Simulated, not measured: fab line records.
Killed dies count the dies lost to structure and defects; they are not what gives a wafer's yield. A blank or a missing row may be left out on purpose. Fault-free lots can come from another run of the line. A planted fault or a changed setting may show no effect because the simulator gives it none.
Which tool was responsible?    flow gf180mcu    6 lots with 17 wafers sampled at 5 steps, on a route of 602 steps

## WHAT THE GAUGES READ, wafer by wafer
GF_V5_BOW_MEAS_05.
lot   measured      on            V5_BOW (um)
L351  day 27 03:53  filmMetro-03  138 139 142
L357  day 29 02:21  filmMetro-01  142 135
L364  day 31 10:58  filmMetro-02  119 117 116
L366  day 32 00:02  filmMetro-01  126 127 131
L369  day 32 16:43  filmMetro-03  125 130 117
L371  day 33 02:40  filmMetro-01  136 134 141

## WHICH TOOL RAN EACH LOT (tool, then ch and the chambers of the sampled wafers, then the start)
lot   GF_V4_CVD_02                     GF_MIM_SPUTTER_01            GF_M5_ETCH_09                      GF_M5_STRIP_11
L351  pecvd-04 ch 0,2, day 24 09:32    pvdSputter-02, day 25 09:09  rieDiel-01 ch 1,2,3, day 27 02:38  plasmaAsher-03 ch 0,1, day 27 02:47
L357  pecvd-04 ch 1,2, day 26 11:35    pvdSputter-02, day 27 09:52  rieDiel-01 ch 0,1, day 29 01:02    plasmaAsher-03 ch 0,1, day 29 01:13
L364  pecvd-03 ch 0,1,2, day 28 23:39  pvdSputter-02, day 29 21:08  rieDiel-04 ch 0,2, day 31 09:33    plasmaAsher-02 ch 0,1, day 31 09:52
L366  pecvd-03 ch 0,1,2, day 29 13:18  pvdSputter-02, day 30 10:51  rieDiel-01 ch 0,1,2, day 31 22:46  plasmaAsher-01 ch 0,1, day 31 22:55
L369  pecvd-03 ch 0,1,2, day 30 08:29  pvdSputter-02, day 31 05:24  rieDiel-04 ch 0,1,2, day 32 15:24  plasmaAsher-02 ch 0,1, day 32 15:33
L371  pecvd-03 ch 0,1,2, day 30 19:59  pvdSputter-03, day 31 15:33  rieDiel-03 ch 0,2,3, day 33 01:24  plasmaAsher-02 ch 0,1, day 33 01:33
- GF_V4_CVD_02: deposits SiO2 from TEOS, target thk 850 nm, time 94.851 s.
- GF_MIM_SPUTTER_01: material TiN, target thk 30 nm, time 25 s.
- GF_M5_ETCH_09: etches Si3N4 in CF4/O2, target depth 52 nm, time 11.6 s.
- GF_M5_STRIP_11: strips in O2/N2.

## THE ANSWER, worked out from the rows above alone
Rule: the usual values come from the lots themselves. The widest of any qualifying gaps counts: lots, ordered by their means at a reading, are off when they make up no more than a third of the lots, leave a main group of 4 or more, and stand apart from it by 3 or more times the standard deviation of that group's means. If all means in a main group match to the digits the tables above print for the reading, that group is not used. Also off: a lot with no number at a reading for which 4 or more lots have one. Any other lot the step has rows for is counted as sound.
No lot is off on any of the readings shown, so nothing can be concluded from this.

## WHAT THE SIMULATOR HAD PUT IN
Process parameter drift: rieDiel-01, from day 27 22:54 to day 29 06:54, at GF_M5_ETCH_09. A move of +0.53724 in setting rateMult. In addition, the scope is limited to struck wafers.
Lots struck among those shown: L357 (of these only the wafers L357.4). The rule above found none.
